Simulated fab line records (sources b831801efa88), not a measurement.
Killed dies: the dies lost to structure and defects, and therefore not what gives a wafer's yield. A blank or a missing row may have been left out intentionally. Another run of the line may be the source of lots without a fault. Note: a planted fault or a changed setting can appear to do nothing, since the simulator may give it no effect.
fab line records -- flow sky130
record: lots: 11, wafers: 33, last_day: 50
route steps=708 shown SONOS_TUNNEL@166 LDD_P@265 LDD_HVN@276 POLY_CUT@315 SD_N@349 PAD_OPEN@708
lots that met no fault: from a run of the same line without faults
start_h: start of the lot's first displayed wafer, in hours after the record's first day -- wait_h: hours elapsed since this lot's preceding step -- " the same as in the row above -- L1.1+2: a single row standing in for several wafers -- - no value, or no start was given -- * or withheld: withheld -- < > ~ a bound
route shown NAME@n: NAME is a module with steps in the file, n the number in the route of the first one -- usual: mean and standard deviation over wafers with no fault -- same: alike in all rows -- chamber/n: place in a boat -- sites: readings site by site -- _std_site: standard deviation across them -- _edge_site: mean of outer sites minus mean of inner sites -- radius_mm: how far each site lies from the wafer's centre -- mask NAME#n: copy n -- behind: tool/chamber where the wafer was last shaped -- hold: why the lot went on hold/how many hours it stayed there/how the hold came to an end -- device: names the non-switching transistor (n, p or np) -- end of line: the same wafers' tests at the end of the route -- a step with no rows: only its recipe -- killed: the dies lost at the first sort to structure and to defects; this is not the yield of the wafer -- map: the dies of a wafer, with x for killed, . for not killed, _ for no die there
set.NAME: the run value of the setting; set.NAME@STEP: its run value at that earlier step -- model.NAME: the simulator's own value behind a step, which no gauge read
a sample of lots followed through the steps of the route, with each step as a table and each wafer as a row
services: the hour from which a tool's chamber was out of use, counted from the record's first day as start_h (under 0 if before that day), plus the number of hours and why
== steps ==
step: SKY_SONOS_TUNNEL_TW_MEAS_12
usual: SONOS_TUNNEL_TW: 197.7/1.5
lot.wafer,tool,chamber,start_h,wait_h,SONOS_TUNNEL_TW
L182.1,film_metro-03,-,264.92,0.0,198.1
L182.3,film_metro-03,-,264.92,0.0,198.7
L182.5,film_metro-03,-,264.92,0.0,198.8
L184.1,film_metro-02,-,273.41,0.0,198.0
L184.5,film_metro-02,-,273.41,0.0,196.6
L184.6,film_metro-02,-,273.41,0.0,197.3
L187.3,film_metro-01,-,298.66,0.0,194.9
L187.5,film_metro-01,-,298.66,0.0,195.2
L187.6,film_metro-01,-,298.66,0.0,196.5
L193.2,film_metro-02,-,345.14,0.0,197.8
L193.4,film_metro-02,-,345.14,0.0,197.2
L193.6,film_metro-02,-,345.14,0.0,197.5
L194.2,film_metro-02,-,348.73,0.0,197.8
L194.5,film_metro-02,-,348.73,0.0,197.6
L194.6,film_metro-02,-,348.73,0.0,196.6
L195.1,film_metro-02,-,359.40,0.0,197.2
L195.2,film_metro-02,-,359.40,0.0,198.4
L195.3,film_metro-02,-,359.40,0.0,197.2
L196.4,film_metro-02,-,373.74,0.0,197.9
L196.5,film_metro-02,-,373.74,0.0,197.8
L196.6,film_metro-02,-,373.74,0.0,198.3
L197.3,film_metro-03,-,375.51,0.0,200.8
L197.5,film_metro-03,-,375.51,0.0,199.9
L197.6,film_metro-03,-,375.51,0.0,198.0
L198.1,film_metro-02,-,379.92,0.0,199.0
L198.2,film_metro-02,-,379.92,0.0,198.5
L198.3,film_metro-02,-,379.92,0.0,197.8
L200.1,film_metro-01,-,402.71,0.0,194.5
L200.2,film_metro-01,-,402.71,0.0,194.1
L200.6,film_metro-01,-,402.71,0.0,194.9
L203.3,film_metro-02,-,423.67,0.0,198.6
L203.4,film_metro-02,-,423.67,0.0,198.9
L203.6,film_metro-02,-,423.67,0.0,198.8
step: SKY_LDD_P_STRIP_10
recipe: chemistry: O2/N2, power_w: 1400, pressure_mtorr: 1500, platen_temp_c: withheld, o2_flow_sccm: 3000, n2_flow_sccm: 300, overash_fraction: 0.5
usual: drypump_motor_current_A: 5.91/0.27, oes_product_au: 0.716/0.0043, strip_time_to_endpoint_s: 14.18/0.042
lot.wafer,tool,chamber,start_h,wait_h,drypump_motor_current_A,oes_product_au,rf_hours_counter_h,strip_time_to_endpoint_s
L182.1,plasma_asher-03,0,449.93,0.1,5.98,0.721,63,14.22
L182.3,plasma_asher-03,1,449.93,0.1,6.18,0.720,-,14.23
L182.5,plasma_asher-03,0,449.93,0.1,6.00,0.721,-,14.25
L184.1,plasma_asher-01,1,460.99,0.1,5.99,0.716,3,14.19
L184.5,plasma_asher-01,0,460.99,0.1,5.42,0.709,-,14.21
L184.6,plasma_asher-01,1,460.99,0.1,6.01,0.714,-,14.20
L187.3,plasma_asher-03,1,488.93,0.1,6.23,0.956,-,-
L187.5,plasma_asher-03,1,488.93,0.1,6.22,0.943,-,-
L187.6,plasma_asher-03,0,488.93,0.1,5.98,0.941,-,-
L193.2,plasma_asher-01,1,545.48,0.1,6.01,0.720,11,14.13
L193.4,plasma_asher-01,0,545.48,0.1,5.45,0.717,-,14.10
L193.6,plasma_asher-01,1,545.48,0.1,5.99,0.718,-,14.10
L194.2,plasma_asher-01,0,545.84,0.1,5.44,0.722,11,14.20
L194.5,plasma_asher-01,1,545.84,0.1,6.00,0.714,-,14.17
L194.6,plasma_asher-01,0,545.84,0.1,5.44,0.712,-,14.19
L195.1,plasma_asher-03,1,557.08,0.1,6.21,0.724,73,14.18
L195.2,plasma_asher-03,0,557.08,0.1,5.94,0.713,73,14.14
L195.3,plasma_asher-03,1,557.08,0.1,6.22,0.715,-,14.15
L196.4,plasma_asher-03,0,573.98,0.1,5.96,0.713,-,14.19
L196.5,plasma_asher-03,0,573.98,0.1,5.93,0.724,-,14.19
L196.6,plasma_asher-03,1,573.98,0.1,6.20,0.713,-,14.15
L197.3,plasma_asher-03,1,577.43,0.1,6.22,0.717,-,14.13
L197.5,plasma_asher-03,0,577.43,0.1,5.98,0.718,-,14.16
L197.6,plasma_asher-03,1,577.43,0.1,6.23,0.723,-,14.19
L198.1,plasma_asher-01,1,580.33,0.1,6.01,0.719,14,14.19
L198.2,plasma_asher-01,0,580.33,0.1,5.40,0.718,14,14.22
L198.3,plasma_asher-01,1,580.33,0.1,5.99,0.717,-,14.17
L200.1,plasma_asher-03,1,604.78,0.1,6.20,0.715,78,14.10
L200.2,plasma_asher-03,0,604.78,0.1,5.96,0.720,78,14.16
L200.6,plasma_asher-03,1,604.78,0.1,6.22,0.718,-,14.13
L203.3,plasma_asher-03,1,622.06,0.1,6.20,0.716,-,14.20
L203.4,plasma_asher-03,0,622.06,0.1,5.96,0.721,-,14.20
L203.6,plasma_asher-03,1,622.06,0.1,6.23,0.716,-,14.20
step: SKY_LDD_HVN_STRIP_09
recipe: chemistry: O2/N2, power_w: 1400, pressure_mtorr: 1500, platen_temp_c: withheld, o2_flow_sccm: 3000, n2_flow_sccm: 300, overash_fraction: 0.5
usual: drypump_motor_current_A: 5.7/0.32, oes_product_au: 0.408/0.0046, strip_time_to_endpoint_s: 4.141/0.013
lot.wafer,tool,chamber,start_h,wait_h,drypump_motor_current_A,oes_product_au,rf_hours_counter_h,strip_time_to_endpoint_s
L182.1,plasma_asher-02,0,480.61,0.1,5.8,0.407,82,4.175
L182.3,plasma_asher-02,0,480.61,0.1,5.8,0.409,-,4.181
L182.5,plasma_asher-02,0,480.61,0.1,5.8,0.418,-,4.177
L184.1,plasma_asher-03,0,492.07,0.1,6.0,0.400,67,4.133
L184.5,plasma_asher-03,1,492.07,0.1,6.2,0.409,-,4.137
L184.6,plasma_asher-03,0,492.07,0.1,6.0,0.402,-,4.162
L187.3,plasma_asher-02,1,520.51,0.1,5.3,0.625,-,9.400
L187.5,plasma_asher-02,0,520.51,0.1,5.7,0.628,-,9.364
L187.6,plasma_asher-02,1,520.51,0.1,5.3,0.634,-,9.407
L193.2,plasma_asher-03,1,575.02,0.1,6.2,0.404,75,4.133
L193.4,plasma_asher-03,1,575.02,0.1,6.2,0.407,-,4.149
L193.6,plasma_asher-03,0,575.02,0.1,6.0,0.405,-,4.161
L194.2,plasma_asher-02,0,575.32,0.1,5.8,0.414,91,4.139
L194.5,plasma_asher-02,1,575.32,0.1,5.3,0.410,-,4.131
L194.6,plasma_asher-02,0,575.32,0.1,5.8,0.406,-,4.150
L195.1,plasma_asher-03,1,587.06,0.1,6.2,0.407,77,4.124
L195.2,plasma_asher-03,0,587.06,0.1,6.0,0.398,77,4.121
L195.3,plasma_asher-03,0,587.06,0.1,6.0,0.417,-,4.133
L196.4,plasma_asher-02,0,603.79,0.1,5.8,0.406,-,4.130
L196.5,plasma_asher-02,0,603.79,0.1,5.8,0.403,-,4.126
L196.6,plasma_asher-02,1,603.79,0.1,5.3,0.405,-,4.147
L197.3,plasma_asher-02,0,607.04,0.1,5.7,0.405,-,4.132
L197.5,plasma_asher-02,0,607.04,0.1,5.7,0.408,-,4.129
L197.6,plasma_asher-02,1,607.04,0.1,5.3,0.411,-,4.152
L198.1,plasma_asher-02,1,609.66,0.1,5.3,0.412,95,4.115
L198.2,plasma_asher-02,0,609.66,0.1,5.8,0.407,95,4.130
L198.3,plasma_asher-02,1,609.66,0.1,5.3,0.409,-,4.122
L200.1,plasma_asher-03,1,633.21,0.1,6.2,0.410,81,4.153
L200.2,plasma_asher-03,0,633.21,0.1,5.9,0.406,81,4.143
L200.6,plasma_asher-03,1,633.21,0.1,6.2,0.417,-,4.124
L203.3,plasma_asher-01,0,651.64,0.1,5.4,0.404,-,4.147
L203.4,plasma_asher-01,1,651.64,0.1,6.0,0.410,-,4.135
L203.6,plasma_asher-01,0,651.64,0.1,5.4,0.407,-,4.123
step: SKY_LDD_HVN_TW_MEAS_10
usual: LDD_HVN_TW: 1435/12
lot.wafer,tool,chamber,start_h,wait_h,hold,LDD_HVN_TW
L182.1,film_metro-01,-,480.71,0.1,-,1426
L182.3,film_metro-01,-,480.71,0.1,-,1426
L182.5,film_metro-01,-,480.71,0.1,-,1417
L184.1,film_metro-03,-,492.17,0.1,-,1449
L184.5,film_metro-03,-,492.17,0.1,-,1458
L184.6,film_metro-03,-,492.17,0.1,-,1462
L187.3,film_metro-03,-,520.59,0.1,await_dispo/0.2h/release,30
L187.5,film_metro-03,-,520.59,0.1,await_dispo/0.2h/release,30
L187.6,film_metro-03,-,520.59,0.1,await_dispo/0.2h/release,30
L187.3,film_metro-03,-,520.82,0.2,-,30
L187.5,film_metro-03,-,520.82,0.2,-,30
L187.6,film_metro-03,-,520.82,0.2,-,30
L193.2,film_metro-01,-,575.13,0.1,-,1432
L193.4,film_metro-01,-,575.13,0.1,-,1430
L193.6,film_metro-01,-,575.13,0.1,-,1425
L194.2,film_metro-03,-,575.43,0.1,-,1452
L194.5,film_metro-03,-,575.43,0.1,-,1457
L194.6,film_metro-03,-,575.43,0.1,-,1461
L195.1,film_metro-01,-,587.16,0.1,-,1425
L195.2,film_metro-01,-,587.16,0.1,-,1421
L195.3,film_metro-01,-,587.16,0.1,-,1421
L196.4,film_metro-01,-,603.89,0.1,-,1425
L196.5,film_metro-01,-,603.89,0.1,-,1425
L196.6,film_metro-01,-,603.89,0.1,-,1425
L197.3,film_metro-04,-,607.13,0.1,-,1430
L197.5,film_metro-04,-,607.13,0.1,-,1434
L197.6,film_metro-04,-,607.13,0.1,-,1436
L198.1,film_metro-04,-,609.76,0.1,-,1434
L198.2,film_metro-04,-,609.76,0.1,-,1434
L198.3,film_metro-04,-,609.76,0.1,-,1429
L200.1,film_metro-01,-,633.31,0.1,-,1428
L200.2,film_metro-01,-,633.31,0.1,-,1428
L200.6,film_metro-01,-,633.31,0.1,-,1433
L203.3,film_metro-03,-,651.73,0.1,-,1450
L203.4,film_metro-03,-,651.73,0.1,-,1441
L203.6,film_metro-03,-,651.73,0.1,-,1443
step: SKY_POLY_CUT_CD_MEAS_08
recipe: target_cd_nm: 270
usual: cd_nm: 270.4/1.5
lot.wafer,tool,chamber,start_h,wait_h,cd_nm
L182.1,cd_sem-02,-,575.49,-,270.5
L182.3,cd_sem-02,-,575.49,-,269.9
L182.5,cd_sem-02,-,575.49,-,270.7
L184.1,cd_sem-01,-,585.02,-,272.9
L184.5,cd_sem-01,-,585.02,-,272.5
L184.6,cd_sem-01,-,585.02,-,272.8
L193.2,cd_sem-01,-,664.16,-,269.8
L193.4,cd_sem-01,-,664.16,-,269.7
L193.6,cd_sem-01,-,664.16,-,269.2
L194.2,cd_sem-02,-,665.51,-,271.4
L194.5,cd_sem-02,-,665.51,-,270.2
L194.6,cd_sem-02,-,665.51,-,270.9
L195.1,cd_sem-01,-,674.89,-,270.2
L195.2,cd_sem-01,-,674.89,-,266.9
L195.3,cd_sem-01,-,674.89,-,268.6
L196.4,cd_sem-01,-,691.65,-,271.8
L196.5,cd_sem-01,-,691.65,-,271.6
L196.6,cd_sem-01,-,691.65,-,271.8
L197.3,cd_sem-01,-,694.98,-,270.7
L197.5,cd_sem-01,-,694.98,-,269.9
L197.6,cd_sem-01,-,694.98,-,272.3
L198.1,cd_sem-01,-,698.09,-,268.5
L198.2,cd_sem-01,-,698.09,-,267.8
L198.3,cd_sem-01,-,698.09,-,267.3
L200.1,cd_sem-02,-,720.12,-,268.4
L200.2,cd_sem-02,-,720.12,-,270.4
L200.6,cd_sem-02,-,720.12,-,269.9
L203.3,cd_sem-02,-,737.28,-,270.1
L203.4,cd_sem-02,-,737.28,-,270.1
L203.6,cd_sem-02,-,737.28,-,268.8
step: SKY_SD_N_CD_MEAS_07
recipe: target_cd_nm: 380
usual: cd_nm: 379.9/3
lot.wafer,tool,chamber,start_h,wait_h,cd_nm
L182.1,cd_sem-01,-,662.12,0.1,372.9
L182.3,cd_sem-01,-,662.12,0.1,372.2
L182.5,cd_sem-01,-,662.12,0.1,374.8
L184.1,cd_sem-01,-,671.77,0.1,383.9
L184.5,cd_sem-01,-,671.77,0.1,383.4
L184.6,cd_sem-01,-,671.77,0.1,385.5
L193.2,cd_sem-01,-,747.46,0.1,381.7
L193.4,cd_sem-01,-,747.46,0.1,379.4
L193.6,cd_sem-01,-,747.46,0.1,381.6
L194.2,cd_sem-01,-,748.36,0.1,379.7
L194.5,cd_sem-01,-,748.36,0.1,379.5
L194.6,cd_sem-01,-,748.36,0.1,379.1
L195.1,cd_sem-02,-,758.02,0.1,380.3
L195.2,cd_sem-02,-,758.02,0.1,378.7
L195.3,cd_sem-02,-,758.02,0.1,377.5
L196.4,cd_sem-01,-,772.93,0.1,379.2
L196.5,cd_sem-01,-,772.93,0.1,378.1
L196.6,cd_sem-01,-,772.93,0.1,378.0
L197.3,cd_sem-01,-,777.81,0.1,381.5
L197.5,cd_sem-01,-,777.81,0.1,380.7
L197.6,cd_sem-01,-,777.81,0.1,380.8
L198.1,cd_sem-01,-,779.92,0.1,376.9
L198.2,cd_sem-01,-,779.92,0.1,376.8
L198.3,cd_sem-01,-,779.92,0.1,377.2
L200.1,cd_sem-01,-,800.52,0.1,380.8
L200.2,cd_sem-01,-,800.52,0.1,382.4
L200.6,cd_sem-01,-,800.52,0.1,383.2
L203.3,cd_sem-01,-,817.33,0.1,382.7
L203.4,cd_sem-01,-,817.33,0.1,379.2
L203.6,cd_sem-01,-,817.33,0.1,379.7
step: SKY_PAD_OPEN_PROBE_99
usual: defect_limited_yield: 82.3/2, killed_at_M0_to_M3: 44/7, killed_at_M4_up: 3.1/1.8, killed_at_contacts: 25/5.1, killed_at_front_end: 15/4.3, killed_at_other: 0.3/0.61, killed_dies: 87/9.8, killed_on_rim: 17/3.9, killed_open: 48/7, killed_short: 38/6.3, sort_bin_3_pad_short: 0.9/0.39, sort_bin_5_function: 10.3/1.5, sort_bin_6_memory: 6.5/1.2, sort_n_pass: 405/9.8, sort_yield_pct: 82.3/2
same: gross_dies: 492, killed_at_back_side: 0, sort_bin_4_leakage[%]: 0, sort_bin_8_speed[%]: 0
lot.wafer,tool,chamber,start_h,wait_h,defect_limited_yield[%],killed_at_M0_to_M3,killed_at_M4_up,killed_at_contacts,killed_at_front_end,killed_at_other,killed_dies,killed_on_rim,killed_open,killed_short,sort_bin_3_pad_short[%],sort_bin_5_function[%],sort_bin_6_memory[%],sort_n_pass,sort_yield_pct[%]
L182.1,prober-01,-,1090.00,0.1,79.3,55,4,28,15,0,102,19,59,43,0.6,13.6,6.5,390,79.3
L182.3,prober-01,-,1090.10,0.2,80.7,50,5,23,17,0,95,20,54,41,1.2,9.1,8.9,397,80.7
L182.5,prober-01,-,1090.20,0.2,81.9,42,2,26,19,0,89,19,42,47,1.2,9.3,7.5,403,81.9
L184.1,prober-01,-,1093.39,0.1,77.2,63,1,22,23,3,112,23,61,50,1.4,14.4,6.9,380,77.2
L184.5,prober-01,-,1093.59,0.2,81.7,34,3,28,24,1,90,16,46,43,1.4,9.6,7.3,402,81.7
L184.6,prober-01,-,1093.64,0.2,84.6,42,3,24,6,1,76,15,50,26,0.2,10.0,5.3,416,84.6
L193.2,prober-02,-,1149.31,0.1,82.5,50,2,22,11,1,86,15,56,30,0.6,11.0,5.9,406,82.5
L193.4,prober-02,-,1149.41,0.2,82.3,46,3,22,16,0,87,17,46,41,0.4,9.8,7.5,405,82.3
L193.6,prober-02,-,1149.51,0.2,86.4,38,2,15,12,0,67,14,31,36,0,7.9,5.7,425,86.4
L194.2,prober-01,-,1150.92,0.1,80.3,42,3,35,16,1,97,22,49,48,1.0,8.9,9.8,395,80.3
L194.5,prober-01,-,1151.07,0.2,82.5,42,4,28,12,0,86,19,47,39,0.4,10.4,6.7,406,82.5
L194.6,prober-01,-,1151.12,0.2,82.1,44,5,23,16,0,88,9,56,32,1.8,8.5,7.5,404,82.1
L195.1,prober-02,-,1154.54,0.1,82.5,41,2,23,20,0,86,21,39,47,1.0,10.2,6.3,406,82.5
L195.2,prober-02,-,1154.59,0.1,82.1,44,4,22,17,1,88,20,45,41,1.4,9.3,7.1,404,82.1
L195.3,prober-02,-,1154.64,0.2,83.7,36,4,26,14,0,80,16,48,31,0.8,8.9,6.5,412,83.7
L196.4,prober-01,-,1163.19,0.2,82.1,42,3,30,12,1,88,25,45,43,0.8,9.6,7.5,404,82.1
L196.5,prober-01,-,1163.24,0.2,82.5,40,3,29,14,0,86,14,54,32,1.0,9.3,7.1,406,82.5
L196.6,prober-01,-,1163.29,0.2,81.7,52,1,30,7,0,90,20,56,34,0.8,12.6,4.9,402,81.7
L197.3,prober-02,-,1168.54,0.2,81.3,51,3,25,13,0,92,17,50,42,1.0,11.4,6.3,400,81.3
L197.5,prober-02,-,1168.64,0.2,83.1,39,4,27,12,1,83,19,43,40,0.6,12.0,4.3,409,83.1
L197.6,prober-02,-,1168.69,0.2,78.7,47,8,29,18,3,105,26,52,53,0.8,12.8,7.7,387,78.7
L198.1,prober-01,-,1170.74,0.1,82.7,36,1,31,17,0,85,17,41,43,0.6,10.4,6.3,407,82.7
L198.2,prober-01,-,1170.79,0.1,80.1,44,6,25,22,1,98,13,54,44,1.6,10.6,7.7,394,80.1
L198.3,prober-01,-,1170.84,0.2,80.9,48,2,25,19,0,94,18,54,39,1.2,10.2,7.7,398,80.9
L200.1,prober-01,-,1182.59,0.1,80.7,44,4,27,18,2,95,12,52,43,0.4,10.4,8.5,397,80.7
L200.2,prober-01,-,1182.64,0.1,83.3,41,5,26,10,0,82,12,42,40,1.2,8.9,6.5,410,83.3
L200.6,prober-01,-,1182.84,0.2,83.3,43,1,20,18,0,82,16,45,37,1.0,10.8,4.9,410,83.3
L203.3,prober-02,-,1193.79,0.2,78.7,58,3,27,17,0,105,17,54,50,0.8,11.6,8.9,387,78.7
L203.4,prober-02,-,1193.84,0.2,84.6,41,2,22,11,0,76,15,44,32,1.4,9.6,4.5,416,84.6
L203.6,prober-02,-,1193.94,0.2,82.3,52,5,21,9,0,87,16,60,27,0.4,10.0,7.3,405,82.3
killed by level:class
L182.1 VIA1:geometric_particle:open=14 METAL1:geometric_particle:short=10 CONTACT:geometric_particle:open=9 LI_CONTACT:geometric_particle:open=8 VIA3:geometric_particle:open=8 VIA2:geometric_particle:open=7 FIELD_ISO:geometric_particle:open=5 FIELD_ISO:geometric_particle:short=4
L182.3 VIA1:geometric_particle:open=19 METAL1:geometric_particle:short=9 LI_CONTACT:geometric_particle:open=8 CONTACT:geometric_particle:open=8 FIELD_ISO:geometric_particle:open=7 CONTACT:geometric_particle:short=6 VIA1:geometric_particle:short=6 METAL2:geometric_particle:short=6
L182.5 VIA3:geometric_particle:open=8 VIA1:geometric_particle:open=8 POLY_GATE:geometric_particle:open=7 LI_CONTACT:geometric_particle:short=7 CONTACT:geometric_particle:open=6 CONTACT:geometric_particle:short=6 VIA1:geometric_particle:short=5 POLY_GATE:geometric_particle:short=4
L184.1 VIA1:geometric_particle:open=12 VIA3:geometric_particle:open=9 LI_CONTACT:geometric_particle:open=8 METAL1:geometric_particle:short=8 CONTACT:geometric_particle:open=7 VIA2:geometric_particle:open=7 POLY_GATE:geometric_particle:short=6 METAL3:geometric_particle:short=6
L184.5 CONTACT:geometric_particle:open=9 METAL1:geometric_particle:short=7 VIA1:geometric_particle:open=7 FIELD_ISO:geometric_particle:short=6 LI_CONTACT:geometric_particle:open=6 LOCAL_INTERCONNECT:geometric_particle:short=6 FIELD_ISO:geometric_particle:open=5 VIA3:geometric_particle:open=5
L184.6 CONTACT:geometric_particle:open=12 VIA1:geometric_particle:open=11 VIA3:geometric_particle:open=9 LI_CONTACT:geometric_particle:open=6 VIA2:geometric_particle:open=5 FIELD_ISO:geometric_particle:short=3 LOCAL_INTERCONNECT:geometric_particle:short=3 METAL2:geometric_particle:open=3
L193.2 VIA1:geometric_particle:open=19 CONTACT:geometric_particle:open=8 VIA3:geometric_particle:open=8 LI_CONTACT:geometric_particle:open=7 METAL1:geometric_particle:short=7 METAL2:geometric_particle:short=5 POLY_GATE:geometric_particle:open=4 CONTACT:geometric_particle:short=4
L193.4 VIA1:geometric_particle:open=15 CONTACT:geometric_particle:open=9 METAL2:geometric_particle:short=9 VIA1:geometric_particle:short=8 FIELD_ISO:geometric_particle:open=5 LOCAL_INTERCONNECT:geometric_particle:short=5 CONTACT:geometric_particle:short=4 POLY_GATE:geometric_particle:open=3
L193.6 VIA1:geometric_particle:open=8 VIA3:geometric_particle:open=7 METAL1:geometric_particle:short=5 VIA3:geometric_particle:short=5 VIA1:geometric_particle:short=4 METAL2:geometric_particle:short=4 FIELD_ISO:geometric_particle:open=3 FIELD_ISO:geometric_particle:short=3
L194.2 LI_CONTACT:geometric_particle:open=12 CONTACT:geometric_particle:open=12 METAL1:geometric_particle:short=8 VIA1:geometric_particle:open=7 CONTACT:geometric_particle:short=6 VIA3:geometric_particle:open=6 VIA2:geometric_particle:open=5 POLY_GATE:geometric_particle:short=5
L194.5 CONTACT:geometric_particle:open=10 LI_CONTACT:geometric_particle:open=9 CONTACT:geometric_particle:short=8 VIA3:geometric_particle:open=7 METAL2:geometric_particle:short=7 VIA1:geometric_particle:open=6 FIELD_ISO:geometric_particle:open=5 VIA1:geometric_particle:short=5
L194.6 VIA1:geometric_particle:open=11 VIA1:geometric_particle:short=7 VIA3:geometric_particle:open=7 POLY_GATE:geometric_particle:open=6 LI_CONTACT:geometric_particle:open=6 CONTACT:geometric_particle:open=6 METAL1:geometric_particle:short=5 VIA2:geometric_particle:open=5
L195.1 CONTACT:geometric_particle:short=8 VIA1:geometric_particle:open=7 VIA2:geometric_particle:open=7 POLY_GATE:geometric_particle:short=6 VIA3:geometric_particle:open=6 FIELD_ISO:geometric_particle:short=5 POLY_GATE:geometric_particle:open=5 LI_CONTACT:geometric_particle:open=5
L195.2 VIA1:geometric_particle:short=9 CONTACT:geometric_particle:open=8 METAL1:geometric_particle:short=7 VIA1:geometric_particle:open=7 VIA2:geometric_particle:open=7 FIELD_ISO:geometric_particle:short=6 LOCAL_INTERCONNECT:geometric_particle:short=5 LI_CONTACT:geometric_particle:short=4
L195.3 CONTACT:geometric_particle:open=12 VIA1:geometric_particle:open=8 VIA3:geometric_particle:open=8 VIA2:geometric_particle:open=6 POLY_GATE:geometric_particle:short=4 LI_CONTACT:geometric_particle:short=4 CONTACT:geometric_particle:short=4 VIA1:geometric_particle:short=4
L196.4 CONTACT:geometric_particle:open=14 VIA1:geometric_particle:open=11 CONTACT:geometric_particle:short=7 VIA1:geometric_particle:short=7 FIELD_ISO:geometric_particle:short=5 METAL3:geometric_particle:short=5 LI_CONTACT:geometric_particle:open=4 METAL2:geometric_particle:short=4
L196.5 CONTACT:geometric_particle:open=16 VIA1:geometric_particle:open=11 METAL2:geometric_particle:short=7 FIELD_ISO:geometric_particle:open=6 POLY_GATE:geometric_particle:open=5 CONTACT:geometric_particle:short=5 LI_CONTACT:geometric_particle:open=4 VIA2:geometric_particle:open=4
L196.6 VIA1:geometric_particle:open=14 LI_CONTACT:geometric_particle:open=13 VIA3:geometric_particle:open=9 CONTACT:geometric_particle:open=9 METAL2:geometric_particle:short=7 VIA2:geometric_particle:open=6 LI_CONTACT:geometric_particle:short=5 VIA1:geometric_particle:short=4
L197.3 CONTACT:geometric_particle:open=10 CONTACT:geometric_particle:short=9 VIA1:geometric_particle:open=9 VIA2:geometric_particle:open=7 METAL2:geometric_particle:short=7 VIA3:geometric_particle:open=6 LI_CONTACT:geometric_particle:open=5 METAL1:geometric_particle:short=5
L197.5 CONTACT:geometric_particle:open=11 LI_CONTACT:geometric_particle:open=8 VIA1:geometric_particle:short=8 CONTACT:geometric_particle:short=6 VIA2:geometric_particle:open=5 VIA1:geometric_particle:open=5 FIELD_ISO:geometric_particle:open=4 VIA2:geometric_particle:short=4
L197.6 VIA1:geometric_particle:open=13 CONTACT:geometric_particle:open=11 METAL1:geometric_particle:short=8 LI_CONTACT:geometric_particle:short=7 METAL4:geometric_particle:short=7 METAL2:geometric_particle:short=7 FIELD_ISO:geometric_particle:open=6 LI_CONTACT:geometric_particle:open=5
L198.1 CONTACT:geometric_particle:open=13 CONTACT:geometric_particle:short=7 VIA2:geometric_particle:open=6 LI_CONTACT:geometric_particle:open=5 METAL1:geometric_particle:short=5 POLY_GATE:geometric_particle:short=5 VIA1:geometric_particle:open=5 METAL3:geometric_particle:short=5
L198.2 FIELD_ISO:geometric_particle:open=9 VIA2:geometric_particle:open=8 LI_CONTACT:geometric_particle:open=7 VIA3:geometric_particle:open=7 POLY_GATE:geometric_particle:open=6 LOCAL_INTERCONNECT:geometric_particle:short=6 VIA1:geometric_particle:open=6 CONTACT:geometric_particle:open=5
L198.3 VIA1:geometric_particle:open=13 VIA2:geometric_particle:open=10 FIELD_ISO:geometric_particle:short=7 LOCAL_INTERCONNECT:geometric_particle:short=6 CONTACT:geometric_particle:open=6 VIA3:geometric_particle:open=6 LI_CONTACT:geometric_particle:open=5 METAL2:geometric_particle:short=5
L200.1 LI_CONTACT:geometric_particle:open=12 CONTACT:geometric_particle:open=8 POLY_GATE:geometric_particle:open=7 VIA3:geometric_particle:short=6 VIA2:geometric_particle:open=6 VIA3:geometric_particle:open=6 VIA2:geometric_particle:short=5 VIA1:geometric_particle:open=4
L200.2 METAL2:geometric_particle:short=8 CONTACT:geometric_particle:open=8 VIA3:geometric_particle:open=7 LI_CONTACT:geometric_particle:short=6 LI_CONTACT:geometric_particle:open=6 VIA1:geometric_particle:open=5 VIA2:geometric_particle:open=4 VIA2:geometric_particle:short=4
L200.6 VIA1:geometric_particle:open=13 METAL2:geometric_particle:short=8 CONTACT:geometric_particle:open=6 VIA3:geometric_particle:open=6 LI_CONTACT:geometric_particle:open=5 POLY_GATE:geometric_particle:open=4 LI_CONTACT:geometric_particle:short=4 CONTACT:geometric_particle:short=4
L203.3 VIA1:geometric_particle:open=16 METAL1:geometric_particle:short=10 VIA3:geometric_particle:open=9 CONTACT:geometric_particle:open=8 LI_CONTACT:geometric_particle:open=7 FIELD_ISO:geometric_particle:short=5 LI_CONTACT:geometric_particle:short=4 CONTACT:geometric_particle:short=4
L203.4 VIA1:geometric_particle:open=14 CONTACT:geometric_particle:open=8 LI_CONTACT:geometric_particle:open=7 VIA3:geometric_particle:open=6 VIA1:geometric_particle:short=5 POLY_GATE:geometric_particle:short=3 LOCAL_INTERCONNECT:geometric_particle:short=3 VIA3:geometric_particle:short=3
L203.6 VIA1:geometric_particle:open=15 VIA2:geometric_particle:open=13 VIA3:geometric_particle:open=10 CONTACT:geometric_particle:open=9 LI_CONTACT:geometric_particle:open=5 VIA1:geometric_particle:short=4 CONTACT:geometric_particle:short=3 METAL4:geometric_particle:short=3
== services ==
tool,chamber,start_h,hours,kind
plasma_asher-03,-,427.20,1.9,repair
plasma_asher-01,0,430.25,-,clean
plasma_asher-01,1,430.25,-,clean
plasma_asher-02,-,601.23,1.3,repair
plasma_asher-02,-,614.11,12.1,repair
plasma_asher-01,-,639.65,0.9,repair
plasma_asher-03,-,645.55,0.4,repair
plasma_asher-03,-,648.26,14.6,pm
plasma_asher-02,-,649.88,2.8,pm
== key ==
first_sign: step: SKY_LDD_P_STRIP_10, reading: oes_product_au, direction: up, sigmas: 53, usual: 0.716, struck: 0.947
effect: step: SKY_LDD_HVN_STRIP_09, reading: strip_time_to_endpoint_s, direction: up, sigmas: 99+, usual: *, struck: *
effect: step: SKY_LDD_HVN_TW_MEAS_10, reading: visit, direction: added
effect: step: SKY_LDD_HVN_TW_MEAS_10, reading: LDD_HVN_TW, direction: down, sigmas: 99+, usual: 1435, struck: 30
met_at SKY_LDD_P_STRIP_10
struck_lots L187
scrapped_behind SKY_LDD_HVN_TW_MEAS_10 L187.3,L187.5,L187.6
not_acting_at SKY_SONOS_TUNNEL_TW_MEAS_12,SKY_POLY_CUT_CD_MEAS_08,SKY_SD_N_CD_MEAS_07
onset_between 449.93 488.93
fault: kind: strip_aborted, tool: plasma_asher-03, chamber: -, onset_h: 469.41, steps: SKY_LDD_P_STRIP_10, offset: 0.5668, end_h: 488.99
